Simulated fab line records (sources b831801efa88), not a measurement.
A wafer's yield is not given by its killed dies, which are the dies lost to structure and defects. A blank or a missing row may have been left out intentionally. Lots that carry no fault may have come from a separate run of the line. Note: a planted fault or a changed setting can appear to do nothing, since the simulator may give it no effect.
Matching of chambers :: flow sky130 :: SKY_VIA1_CMP_24 on cmp-02 has 4 sister chambers
The step polishes, stops on SiO2, t overpolish 15 s, target thk 0 nm. 8 wafers are shown with their chamber, then 12 later ones without.

WAFERS PAIRED WITH THEIR CHAMBERS
wafer: L083.3
chamber: 0
motor_current_A (A): 10.1
time_to_endpoint_s (s): 66

wafer: L084.3
chamber: 3
motor_current_A (A): 11.6
time_to_endpoint_s (s): 61

wafer: L090.1
chamber: 1
motor_current_A (A): 12.1
time_to_endpoint_s (s): 59

wafer: L090.2
chamber: 2
motor_current_A (A): 10.0
time_to_endpoint_s (s): 58

wafer: L090.6
chamber: 1
motor_current_A (A): 12.4
time_to_endpoint_s (s): 63

wafer: L091.2
chamber: 2
motor_current_A (A): 10.9
time_to_endpoint_s (s): 56

wafer: L091.3
chamber: 0
motor_current_A (A): 10.3
time_to_endpoint_s (s): 61

wafer: L091.6
chamber: 3
motor_current_A (A): 12.2
time_to_endpoint_s (s): 59

WAFERS WHOSE CHAMBER IS MISSING
wafer: L092.1
motor_current_A (A): 10.4
time_to_endpoint_s (s): 60

wafer: L092.3
motor_current_A (A): 10.0
time_to_endpoint_s (s): 66

wafer: L092.5
motor_current_A (A): 11.1
time_to_endpoint_s (s): 57

wafer: L093.1
motor_current_A (A): 11.7
time_to_endpoint_s (s): 58

wafer: L093.3
motor_current_A (A): 12.0
time_to_endpoint_s (s): 64

wafer: L093.6
motor_current_A (A): 11.1
time_to_endpoint_s (s): 58

wafer: L095.3
motor_current_A (A): 10.6
time_to_endpoint_s (s): 58

wafer: L095.4
motor_current_A (A): 11.6
time_to_endpoint_s (s): 64

wafer: L095.6
motor_current_A (A): 12.4
time_to_endpoint_s (s): 62

wafer: L097.2
motor_current_A (A): 10.0
time_to_endpoint_s (s): 66

wafer: L097.3
motor_current_A (A): 11.1
time_to_endpoint_s (s): 61

wafer: L097.5
motor_current_A (A): 9.7
time_to_endpoint_s (s): 63

THE CHAMBER EACH PASSED THROUGH
wafer: L092.1
from the rows above: can't be placed: 2 or 0
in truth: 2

wafer: L092.3
from the rows above: 0
in truth: 0

wafer: L092.5
from the rows above: can't be placed: 2 or 3 or 1 or 0
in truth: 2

wafer: L093.1
from the rows above: can't be placed: 3 or 1
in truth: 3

wafer: L093.3
from the rows above: can't be placed: 1 or 3
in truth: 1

wafer: L093.6
from the rows above: can't be placed: 2 or 3 or 1 or 0
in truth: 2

wafer: L095.3
from the rows above: can't be placed: 2 or 0
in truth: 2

wafer: L095.4
from the rows above: can't be placed: 3 or 1 or 0
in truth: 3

wafer: L095.6
from the rows above: can't be placed: 1 or 3
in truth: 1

wafer: L097.2
from the rows above: 0
in truth: 0

wafer: L097.3
from the rows above: can't be placed: 3 or 2 or 0 or 1
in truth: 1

wafer: L097.5
from the rows above: can't be placed: 0 or 2
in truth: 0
2 of 12 placed correctly. From these rows, 10 cannot be placed; in 10 the true chamber is one of the candidates. Placed wrongly: 0.
How it was worked out, from the rows above alone: a wafer's distance from a chamber is the root of the sum, over the readings, of the square of ((its reading less the chamber's mean) divided by the reading's scatter). If the next closest chamber is less than 2 further off than the closest, the wafer can't be placed; otherwise it belongs to the closest. A chamber's mean is the mean of its shown wafers. The scatter: the root of (the sum of the squares of (reading less its chamber's mean) over the shown wafers, divided by (wafers less chambers)).
